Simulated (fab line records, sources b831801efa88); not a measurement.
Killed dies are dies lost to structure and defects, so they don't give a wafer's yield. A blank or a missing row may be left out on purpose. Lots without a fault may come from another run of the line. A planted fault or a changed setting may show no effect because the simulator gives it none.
fab line records | flow sky130
record lots=6 wafers=18 last_day=50
route steps=708 shown LDD_N@252 LDD_P@255 LDD_HVN@267 PAD_OPEN@708
lots that met no fault: from a run of the same line without faults
start_h: hours from the record's first day to the start of the lot's first wafer shown | wait_h: hours since the lot's step before | " the same as in the row above | L1.1+2: a row that stands for several wafers | - no value, or no start given | * or withheld: withheld | < > ~ a bound
route shown NAME@n: a module of which the file shows steps, and the number in the route of the first | usual: mean/standard deviation of fault-free wafers | same: alike in all rows | chamber/n: place in a boat | sites: the reading at each site | _std_site: their standard deviation | _edge_site: outer sites' mean less inner sites' | radius_mm: how far each site lies from the wafer's centre | mask NAME#n: copy n | behind: the tool/chamber that last shaped the wafer | hold: why the lot was held/for how many hours/how that ended | device: the transistor (n, p or np) that didn't switch | end of line: the same wafers' tests at the end of the route | a step without rows: its recipe alone | killed: dies lost to structure and defects at the first sort, not the wafer's yield | map: a wafer's dies, x killed, . not, _ none there
set.NAME: the setting as run; set.NAME@STEP: as run at that earlier step | model.NAME: the simulator's own value behind a step, which no gauge read
lots at some steps of the route; a table a step, a row a wafer
services: from which hour (start_h, from the record's first day; less than 0 if before it) a tool's chamber was out of use, for how many hours, and why
## steps
# step SKY_LDD_N_IMPLANT_15
# recipe species=BF2 energy_kev=50 dose_cm2=5e+12 tilt_deg=30 rotation_deg=270
# step SKY_LDD_N_STRIP_16
# recipe chemistry=O2/N2 power_w=1400 pressure_mtorr=1500 platen_temp_c=withheld o2_flow_sccm=3000 n2_flow_sccm=300 overash_fraction=0.5
# usual drypump_motor_current_A=5.4/0.37 oes_product_au=0.406/0.0044 strip_time_to_endpoint_s=4.309/0.014
# columns lot.wafer tool chamber start_h wait_h drypump_motor_current_A oes_product_au rf_hours_counter_h strip_time_to_endpoint_s
L101.1 plasma_asher-03 0 466.72 0.1 5.5 0.393 36 4.321
L101.2 " 1 " " 4.9 0.412 36 4.321
L101.5 " 0 " " 5.4 0.402 - 4.298
L104.2 plasma_asher-03 0 471.46 0.1 5.4 0.405 36 4.307
L104.3 " 1 " " 4.9 0.404 - 4.310
L104.6 " 0 " " 5.5 0.406 - 4.305
L109.2 plasma_asher-03 1 508.48 0.1 5.0 0.409 40 4.337
L109.3 " 1 " " 4.9 0.407 - 4.311
L109.5 " 0 " " 5.4 0.408 - 4.319
L112.1 plasma_asher-04 0 530.42 0.1 6.1 0.411 70 4.312
L112.2 " 1 " " 5.6 0.403 70 4.292
L112.4 " 0 " " 6.2 0.405 - 4.300
L119.3 plasma_asher-01 0 585.61 0.1 5.1 0.403 - 4.308
L119.4 " 1 " " 5.6 0.402 - 4.322
L119.6 " 1 " " 5.6 0.408 - 4.330
L120.2 plasma_asher-03 1 595.02 0.1 5.0 0.408 49 4.306
L120.3 " 0 " " 5.4 0.412 - 4.338
L120.6 " 0 " " 5.5 0.398 - 4.315
# step SKY_LDD_N_TW_MEAS_17
# usual LDD_N_TW=2561/18
# columns lot.wafer tool chamber start_h wait_h LDD_N_TW
L101.1 film_metro-02 - 466.82 0.1 2536
L101.2 " - " " 2549
L101.5 " - " " 2554
L104.2 film_metro-04 - 471.57 0.1 2575
L104.3 " - " " 2581
L104.6 " - " " 2567
L109.2 film_metro-01 - 508.59 0.1 2545
L109.3 " - " " 2566
L109.5 " - " " 2555
L112.1 film_metro-02 - 530.52 0.1 2548
L112.2 " - " " 2556
L112.4 " - " " 2537
L119.3 film_metro-04 - 585.70 0.1 2592
L119.4 " - " " 2580
L119.6 " - " " 2567
L120.2 film_metro-04 - 595.13 0.1 2591
L120.3 " - " " 2590
L120.6 " - " " 2586
# step SKY_LDD_P_DEHYDRATE_00
# recipe temp_c=200 time_s=60
# step SKY_LDD_P_HMDS_01
# recipe prime_time_s=60 prime_temp_c=120
# step SKY_LDD_P_COAT_02
# recipe resist=NOVOLAK spin_rpm=3000 resist_thk_nm=1140
# step SKY_LDD_P_SOFTBAKE_03
# recipe temp_c=90 time_s=60 resist=NOVOLAK
# step SKY_LDD_P_EXPOSE_04
# recipe mask_id=PSDM na=0.6 source_shape=conventional sigma_outer=0.6 polarization=unpolarized target_cd_nm=380 dose_mj=138
# step SKY_LDD_P_PEB_05
# recipe temp_c=withheld time_s=* resist=NOVOLAK
# step SKY_LDD_P_DEVELOP_06
# recipe resist=NOVOLAK developer=TMAH develop_time_s=60 dev_temp_c=23
# step SKY_LDD_P_CD_MEAS_07
# recipe target_cd_nm=380
# usual cd_nm=381.1/2.4
# columns lot.wafer tool chamber start_h wait_h cd_nm
L101.1 cd_sem-01 - 497.29 0.1 384.8
L101.2 " - " " 382.3
L101.5 " - " " 384.5
L104.2 cd_sem-02 - 502.56 0.1 385.6
L104.3 " - " " 384.4
L104.6 " - " " 384.3
L109.2 cd_sem-01 - 539.14 0.1 385.7
L109.3 " - " " 384.0
L109.5 " - " " 387.4
L112.1 cd_sem-02 - 559.54 0.1 376.1
L112.2 " - " " 379.2
L112.4 " - " " 379.7
L119.3 cd_sem-02 - 615.21 0.1 381.6
L119.4 " - " " 382.0
L119.6 " - " " 383.3
L120.2 cd_sem-02 - 623.34 0.1 380.2
L120.3 " - " " 377.1
L120.6 " - " " 378.3
# step SKY_LDD_P_OVL_MEAS_08
# usual LDD_P_OVL=-1.2/1.4
# columns lot.wafer tool chamber start_h wait_h LDD_P_OVL[nm]
L101.1 overlay-01 - 497.41 0.1 -1.6
L101.2 " - " " -2.5
L101.5 " - " " -1.2
L104.2 overlay-01 - 502.66 0.1 -0.2
L104.3 " - " " 0.4
L104.6 " - " " 0.2
L109.2 overlay-02 - 539.25 0.1 0.5
L109.3 " - " " 0.7
L109.5 " - " " 1.7
L112.1 overlay-01 - 559.66 0.1 -1.4
L112.2 " - " " -1.7
L112.4 " - " " -2.6
L119.3 overlay-01 - 615.30 0.1 -5.3
L119.4 " - " " -3.5
L119.6 " - " " -1.6
L120.2 overlay-01 - 623.45 0.1 -2.1
L120.3 " - " " -1.4
L120.6 " - " " 0.1
# step SKY_LDD_P_IMPLANT_09
# recipe species=BF2 energy_kev=25 dose_cm2=1e+13 tilt_deg=withheld
# usual beam_on_s=10.01/0.2 dose_ions_cm2=1e+13/9.6e+09 faraday_current_uA=56.3/1.1
# columns lot.wafer tool chamber start_h wait_h beam_on_s dose_ions_cm2 faraday_current_uA
L101.1 implanter-02 0 497.44 0.0 10.23 1.0007e+13 55.1
L101.2 " 0 " " 10.24 1.0011e+13 55.3
L101.5 " 0 " " 9.84 9.998e+12 57.2
L104.2 implanter-04 0 502.72 0.0 10.20 1.0002e+13 55.3
L104.3 " 0 " " 10.03 9.994e+12 56.4
L104.6 " 0 " " 10.22 1.0002e+13 55.0
L109.2 implanter-04 0 539.30 0.0 10.15 3.514e+12 19.4
L109.3 " 0 " " 10.07 3.508e+12 19.5
L109.5 " 0 " " 9.43 3.511e+12 20.8
L112.1 implanter-04 0 559.69 0.0 10.12 3.507e+12 19.5
L112.2 " 0 " " 9.74 3.491e+12 20.1
L112.4 " 0 " " 9.95 3.492e+12 19.9
L119.3 implanter-03 0 615.38 0.1 10.43 9.999e+12 54.2
L119.4 " 0 " " 10.36 9.981e+12 54.5
L119.6 " 0 " " 10.22 1.0005e+13 55.4
L120.2 implanter-03 0 623.50 0.0 10.03 1.0016e+13 56.2
L120.3 " 0 " " 9.97 1e+13 56.7
L120.6 " 0 " " 9.76 1.0013e+13 57.8
# step SKY_LDD_P_STRIP_10
# recipe chemistry=O2/N2 power_w=1400 pressure_mtorr=1500 platen_temp_c=withheld o2_flow_sccm=3000 n2_flow_sccm=300 overash_fraction=0.5
# usual drypump_motor_current_A=5.6/0.34 oes_product_au=0.715/0.0045 strip_time_to_endpoint_s=14.16/0.036
# columns lot.wafer tool chamber start_h wait_h drypump_motor_current_A oes_product_au rf_hours_counter_h strip_time_to_endpoint_s
L101.1 plasma_asher-02 0 497.59 0.1 5.6 0.716 80 14.10
L101.2 " 1 " " 5.1 0.709 80 14.12
L101.5 " 0 " " 5.6 0.710 - 14.10
L104.2 plasma_asher-02 1 502.84 0.1 5.1 0.724 80 14.17
L104.3 " 0 " " 5.6 0.710 - 14.17
L104.6 " 0 " " 5.6 0.716 - 14.19
L109.2 plasma_asher-04 0 539.43 0.1 6.1 0.718 71 14.16
L109.3 " 0 " " 6.2 0.713 - 14.20
L109.5 " 1 " " 5.7 0.720 - 14.09
L112.1 plasma_asher-02 1 559.84 0.1 5.2 0.717 86 14.17
L112.2 " 0 " " 5.6 0.715 86 14.16
L112.4 " 0 " " 5.7 0.719 - 14.17
L119.3 plasma_asher-02 0 615.51 0.1 5.6 0.707 - 14.19
L119.4 " 1 " " 5.1 0.724 - 14.12
L119.6 " 1 " " 5.1 0.725 - 14.20
L120.2 plasma_asher-04 0 623.63 0.1 6.1 0.712 77 14.20
L120.3 " 0 " " 6.2 0.717 - 14.15
L120.6 " 0 " " 6.1 0.711 - 14.15
# step SKY_LDD_P_TW_MEAS_11
# usual LDD_P_TW=631/4.7
# columns lot.wafer tool chamber start_h wait_h LDD_P_TW
L101.1 film_metro-03 - 497.69 0.1 639
L101.2 " - " " 634
L101.5 " - " " 635
L104.2 film_metro-02 - 502.95 0.1 627
L104.3 " - " " 629
L104.6 " - " " 629
L109.2 film_metro-04 - 539.54 0.1 456
L109.3 " - " " 458
L109.5 " - " " 455
L112.1 film_metro-04 - 559.94 0.1 459
L112.2 " - " " 458
L112.4 " - " " 458
L119.3 film_metro-02 - 615.60 0.1 623
L119.4 " - " " 625
L119.6 " - " " 624
L120.2 film_metro-03 - 623.74 0.1 632
L120.3 " - " " 636
L120.6 " - " " 628
# step SKY_LDD_HVN_DEHYDRATE_00
# recipe temp_c=200 time_s=60
# step SKY_PAD_OPEN_PROBE_99
# usual killed_at_M0_to_M3=43/6.5 killed_at_M4_up=3.5/1.9 killed_at_contacts=24/5.4 killed_at_front_end=16/4.8 killed_at_other=0.4/0.64 killed_dies=87/9.4 killed_open=47/7 killed_short=40/6.3
# same gross_dies=492 killed_at_back_side=0
# columns lot.wafer tool chamber start_h wait_h killed_at_M0_to_M3 killed_at_M4_up killed_at_contacts killed_at_front_end killed_at_other killed_dies killed_open killed_short model.etest.tip_p.rs_ohm_sq model.etest.tip_p.rs_ohm_sq_range model.etest.pfet_01v8.r_on_ohm_um model.etest.tip_p.rs_ohm_sq_rim_less_centre model.etest.pfet_01v8.drive_ua_um model.etest.pfet_01v8_hvt.drive_ua_um model.etest.sram_pfet_latch.drive_ua_um model.etest.pfet_01v8_mvt.drive_ua_um
L101.1 prober-01 - 1118.85 0.1 36 2 27 15 1 81 42 39 6653 233.1 2793 21.26 205.7 152.8 152 160.2
L101.2 prober-01 - 1118.90 0.1 38 2 23 19 2 84 41 41 6715 236.2 2765 83.82 203.2 153.5 153.2 160.6
L101.5 prober-01 - 1119.05 0.2 33 7 23 17 0 80 37 43 6704 190.4 2776 -100.3 203.3 150.2 153 159.8
L104.2 prober-02 - 1121.46 0.1 44 6 16 21 0 87 42 45 6971 192.3 2948 143.3 187 139.1 131.5 147.8
L104.3 prober-02 - 1121.51 0.2 42 7 27 24 0 100 47 53 6963 191.3 3031 130.2 180.3 135 126.6 144.6
L104.6 prober-02 - 1121.66 0.2 39 2 17 13 0 71 39 32 7000 268 2960 154.5 185.7 138.5 137.7 148
L109.2 prober-02 - 1144.66 0.1 38 3 36 15 1 93 51 41 1.697e+04 1054 3059 -921.4 179.2 134.7 137.9 148
L109.3 prober-02 - 1144.71 0.2 43 5 21 14 2 85 43 40 1.671e+04 875.4 3039 -748.4 181.1 132.7 130.5 148.5
L109.5 prober-02 - 1144.81 0.2 49 3 23 17 1 93 46 46 1.685e+04 919.8 3056 -212 179.3 133.9 136.1 146.2
L112.1 prober-01 - 1157.31 0.1 55 6 25 6 1 93 55 38 1.674e+04 673.1 3060 322.8 177.3 133.3 127.6 147.8
L112.2 prober-01 - 1157.36 0.1 52 5 33 13 0 103 57 46 1.694e+04 872.3 3068 311.7 179.2 133.9 131.8 145.5
L112.4 prober-01 - 1157.46 0.2 37 2 22 10 0 71 36 35 1.671e+04 1116 3032 239.8 179.2 132.8 137.3 148.2
L119.3 prober-02 - 1188.91 0.2 39 7 19 11 0 76 40 36 6884 104.5 2892 11.25 192.7 143.6 144.7 150.8
L119.4 prober-02 - 1188.96 0.2 40 1 25 16 0 82 43 39 6909 218 2933 116.7 189 139.8 139.8 150.9
L119.6 prober-02 - 1189.06 0.2 37 4 32 13 0 86 36 48 6853 232.9 2955 44.06 187.7 140.8 142.1 148.7
L120.2 prober-01 - 1194.84 0.1 43 2 19 21 0 85 46 39 6823 226.3 2846 78.46 195.7 144.7 143.4 155.9
L120.3 prober-01 - 1194.89 0.2 32 1 20 25 1 79 34 44 6831 284.7 2908 118.4 190.2 141.7 140.5 151.3
L120.6 prober-01 - 1195.04 0.2 42 7 24 21 1 95 47 48 6752 223 2935 157.7 189.3 141.6 142.2 151.6
# killed by level:class
L101.1 CONTACT:geometric_particle:open=13 VIA1:geometric_particle:open=7 CONTACT:geometric_particle:short=6 LI_CONTACT:geometric_particle:open=5 FIELD_ISO:geometric_particle:open=4 POLY_GATE:geometric_particle:short=4 VIA2:geometric_particle:open=4 METAL3:geometric_particle:short=4
L101.2 VIA2:geometric_particle:open=11 LOCAL_INTERCONNECT:geometric_particle:short=9 CONTACT:geometric_particle:open=7 METAL1:geometric_particle:short=5 LI_CONTACT:geometric_particle:open=5 METAL2:geometric_particle:short=5 VIA2:geometric_particle:short=5 VIA3:geometric_particle:open=5
L101.5 VIA1:geometric_particle:open=6 LI_CONTACT:geometric_particle:open=5 LOCAL_INTERCONNECT:geometric_particle:short=5 CONTACT:geometric_particle:short=5 CONTACT:geometric_particle:open=5 VIA2:geometric_particle:short=5 METAL4:geometric_particle:short=5 FIELD_ISO:geometric_particle:open=4
L104.2 VIA1:geometric_particle:open=10 VIA1:geometric_particle:short=8 POLY_GATE:geometric_particle:open=7 VIA2:geometric_particle:open=6 METAL1:geometric_particle:short=5 FIELD_ISO:geometric_particle:short=4 POLY_GATE:geometric_particle:short=4 VIA2:geometric_particle:short=4
L104.3 VIA1:geometric_particle:open=12 CONTACT:geometric_particle:short=8 METAL1:geometric_particle:short=8 VIA1:geometric_particle:short=8 FIELD_ISO:geometric_particle:open=7 LI_CONTACT:geometric_particle:open=7 POLY_GATE:geometric_particle:open=6 CONTACT:geometric_particle:open=5
L104.6 VIA3:geometric_particle:open=10 VIA1:geometric_particle:open=7 VIA2:geometric_particle:open=7 FIELD_ISO:geometric_particle:short=6 LI_CONTACT:geometric_particle:open=6 CONTACT:geometric_particle:short=4 VIA1:geometric_particle:short=4 CONTACT:geometric_particle:open=3
L109.2 VIA1:geometric_particle:open=12 LI_CONTACT:geometric_particle:open=11 CONTACT:geometric_particle:open=8 LOCAL_INTERCONNECT:geometric_particle:short=7 VIA2:geometric_particle:open=5 POLY_GATE:geometric_particle:short=5 CONTACT:geometric_particle:short=5 METAL1:geometric_particle:short=5
L109.3 VIA3:geometric_particle:open=9 VIA1:geometric_particle:open=8 METAL2:geometric_particle:short=6 LI_CONTACT:geometric_particle:open=5 FIELD_ISO:geometric_particle:open=4 FIELD_ISO:geometric_particle:short=4 CONTACT:geometric_particle:short=4 CONTACT:geometric_particle:open=4
L109.5 VIA1:geometric_particle:open=11 METAL1:geometric_particle:short=9 LI_CONTACT:geometric_particle:open=7 CONTACT:geometric_particle:short=7 VIA2:geometric_particle:open=6 METAL2:geometric_particle:short=6 POLY_GATE:geometric_particle:open=5 VIA3:geometric_particle:open=5
L112.1 VIA2:geometric_particle:open=13 CONTACT:geometric_particle:open=10 VIA1:geometric_particle:open=9 VIA3:geometric_particle:open=8 LI_CONTACT:geometric_particle:open=7 METAL1:geometric_particle:short=7 CONTACT:geometric_particle:short=5 METAL4:geometric_particle:short=5
L112.2 CONTACT:geometric_particle:open=15 VIA1:geometric_particle:open=10 VIA2:geometric_particle:open=9 METAL2:geometric_particle:short=8 LI_CONTACT:geometric_particle:open=5 LOCAL_INTERCONNECT:geometric_particle:short=5 METAL1:geometric_particle:short=5 CONTACT:geometric_particle:short=5
L112.4 CONTACT:geometric_particle:open=9 METAL1:geometric_particle:short=6 VIA3:geometric_particle:short=5 VIA3:geometric_particle:open=5 FIELD_ISO:geometric_particle:short=4 LI_CONTACT:geometric_particle:open=4 LOCAL_INTERCONNECT:geometric_particle:short=4 VIA1:geometric_particle:open=4
L119.3 VIA1:geometric_particle:open=10 LI_CONTACT:geometric_particle:open=9 METAL2:geometric_particle:short=6 METAL4:geometric_particle:short=5 FIELD_ISO:geometric_particle:open=4 VIA1:geometric_particle:short=4 CONTACT:geometric_particle:short=4 METAL1:geometric_particle:short=4
L119.4 VIA1:geometric_particle:open=10 CONTACT:geometric_particle:open=8 CONTACT:geometric_particle:short=7 LI_CONTACT:geometric_particle:open=5 VIA3:geometric_particle:short=5 METAL1:geometric_particle:short=5 VIA1:geometric_particle:short=5 FIELD_ISO:geometric_particle:open=4
L119.6 CONTACT:geometric_particle:open=10 CONTACT:geometric_particle:short=8 METAL1:geometric_particle:short=7 VIA1:geometric_particle:open=7 LI_CONTACT:geometric_particle:open=6 LOCAL_INTERCONNECT:geometric_particle:short=5 VIA3:geometric_particle:short=4 METAL2:geometric_particle:short=4
L120.2 VIA1:geometric_particle:open=9 VIA3:geometric_particle:open=9 FIELD_ISO:geometric_particle:short=8 CONTACT:geometric_particle:short=6 METAL2:geometric_particle:short=6 FIELD_ISO:geometric_particle:open=5 POLY_GATE:geometric_particle:open=5 CONTACT:geometric_particle:open=5
L120.3 POLY_GATE:geometric_particle:short=8 FIELD_ISO:geometric_particle:short=7 LI_CONTACT:geometric_particle:open=6 VIA2:geometric_particle:open=6 LOCAL_INTERCONNECT:geometric_particle:short=5 FIELD_ISO:geometric_particle:open=4 CONTACT:geometric_particle:open=4 VIA1:geometric_particle:open=4
L120.6 FIELD_ISO:geometric_particle:short=8 CONTACT:geometric_particle:open=8 VIA3:geometric_particle:open=8 FIELD_ISO:geometric_particle:open=6 CONTACT:geometric_particle:short=6 METAL2:geometric_particle:short=5 VIA1:geometric_particle:open=5 METAL1:geometric_particle:short=4
## services
# columns tool chamber start_h hours kind
implanter-03 - 458.24 3.4 pm
implanter-02 - 465.18 6.5 repair
implanter-03 - 492.13 34.3 repair
plasma_asher-04 - 517.14 1.1 repair
plasma_asher-04 - 548.57 16.9 repair
plasma_asher-04 - 567.44 4.5 repair
implanter-03 - 568.34 19.8 pm
implanter-04 - 576.89 5.5 pm
implanter-02 - 584.07 5.2 repair
implanter-03 - 593.10 3.2 repair
implanter-03 - 593.83 2.3 repair
implanter-02 - 613.68 1.1 repair
## key
first_sign step=SKY_LDD_P_IMPLANT_09 reading=dose_ions_cm2 direction=down sigmas=99+ usual=* struck=*
effect step=SKY_LDD_P_IMPLANT_09 reading=faraday_current_uA direction=down sigmas=33 usual=56.3 struck=19.9
effect step=SKY_LDD_P_TW_MEAS_11 reading=LDD_P_TW direction=down sigmas=37 usual=631 struck=457
model_effect step=SKY_PAD_OPEN_PROBE_99 value=etest.tip_p.rs_ohm_sq without=6837 struck=1.682e+04
met_at SKY_LDD_P_IMPLANT_09
struck_wafers L109.2,L109.3,L109.5,L112.1,L112.2,L112.4
tester_left_out L109,L112
onset_between 502.72 539.30
fault kind=process_parameter_drift tool=implanter-04 chamber=- onset_h=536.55 steps=SKY_LDD_P_IMPLANT_09 channel=dose_cm2 offset=* shape=step end_h=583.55 acts_in=* stated=*
# tester_left_out: of these lots the tester's yield and bins aren't shown, on N5 and GAA mostly nor the transistor test; their killed dies are dies lost to structure and defects alone, not to doping, threshold or leakage, so they don't give the yield
